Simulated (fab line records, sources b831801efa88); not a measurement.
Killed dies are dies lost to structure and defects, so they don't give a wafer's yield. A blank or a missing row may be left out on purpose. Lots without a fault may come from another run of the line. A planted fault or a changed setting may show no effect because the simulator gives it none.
Chamber matching | flow gf180mcu | GF_PASSIVATION_ETCH_11 on rie_diel-02: 4 sister chambers
The step etches the open film in CF4/O2, stops on TiN, target depth 2040 nm, time 453.3 s. 4 wafers are shown with their chamber, then 12 later ones without.

WAFERS WITH THEIR CHAMBER
wafer  | chamber | drypump_motor_current_A (A)
L083.3 | 3       | 5.0
L085.5 | 0       | 5.6
L092.5 | 2       | 6.7
L092.6 | 1       | 6.4

WAFERS WITHOUT THEIR CHAMBER
wafer  | drypump_motor_current_A (A)
L093.2 | 6.3
L093.3 | 6.8
L093.4 | 5.6
L094.4 | 6.8
L094.5 | 6.3
L094.6 | 6.8
L095.1 | 6.3
L095.5 | 6.7
L095.6 | 6.4
L096.2 | 6.7
L096.3 | 5.6
L096.5 | 6.7

WHICH CHAMBER EACH WENT THROUGH
wafer  | from the rows above | in truth
L093.2 | 1                   | 1
L093.3 | 2                   | 2
L093.4 | 0                   | 0
L094.4 | 2                   | 2
L094.5 | 1                   | 1
L094.6 | 2                   | 2
L095.1 | 1                   | 1
L095.5 | 2                   | 2
L095.6 | 1                   | 1
L096.2 | 2                   | 2
L096.3 | 0                   | 0
L096.5 | 2                   | 2
Placed correctly: 12 of 12. Can't be placed from these rows: 0. Placed wrongly: 0.
How it was worked out, from the rows above alone: a wafer's distance from a chamber is the root of the sum, over the readings, of the square of ((its reading less the chamber's mean) divided by the reading's scatter). The wafer belongs to the nearest chamber; if the next one is less than 2 further off, it can't be placed. A chamber's mean is the mean of its shown wafers. The scatter: with one shown wafer a chamber, the root of the mean of the squares of how far each hidden wafer lies from its nearest shown one.
